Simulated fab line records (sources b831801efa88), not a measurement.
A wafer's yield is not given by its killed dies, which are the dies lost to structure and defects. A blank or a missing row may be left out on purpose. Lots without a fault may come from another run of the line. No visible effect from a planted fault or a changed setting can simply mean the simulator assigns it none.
Which tool was responsible? | flow sky130 | 6 lots (18 wafers sampled), 1 step of a 708-step route

== WHAT THE GAUGES READ, wafer by wafer ==
SKY_FIELD_ISO_BOW_MEAS_00.
lot  | measured    | on            | INCOMING_BOW (um)
L258 | day 1 15:01 | film metro-03 | 6 -6 -7
L260 | day 2 01:04 | film metro-02 | -8 -9 3
L263 | day 2 16:00 | film metro-02 | -1 -3 5
L267 | day 3 12:00 | film metro-03 | 4 3 -8
L275 | day 5 04:01 | film metro-03 | 6 -4 -3
L279 | day 6 00:01 | film metro-03 | -4 9 -11

== EACH LOT AND THE TOOL THAT RAN IT (in order: tool; ch and the chambers of the sampled wafers; start) ==
The record shows no process step preceding these readings.

== THE ANSWER, worked out from the rows above alone ==
Rule: the lots themselves supply what counts as usual. Put in order of their means at a reading, lots are off if they are a third of the lots or fewer, leave a main group of 4 or more, and stand apart from it by a gap of 3 or more times the standard deviation of the main group's means; of several such gaps the widest counts. The tables above print the reading to a certain number of digits; a main group whose means all agree to those digits is not used. A lot without any number at a reading at which 4 lots or more have one is off too. Where the step has rows for the other lots, those lots are counted as sound.
Across all readings shown, no lot is off: no conclusion can be drawn from this.

== WHAT HAD BEEN PUT IN BY THE SIMULATOR ==
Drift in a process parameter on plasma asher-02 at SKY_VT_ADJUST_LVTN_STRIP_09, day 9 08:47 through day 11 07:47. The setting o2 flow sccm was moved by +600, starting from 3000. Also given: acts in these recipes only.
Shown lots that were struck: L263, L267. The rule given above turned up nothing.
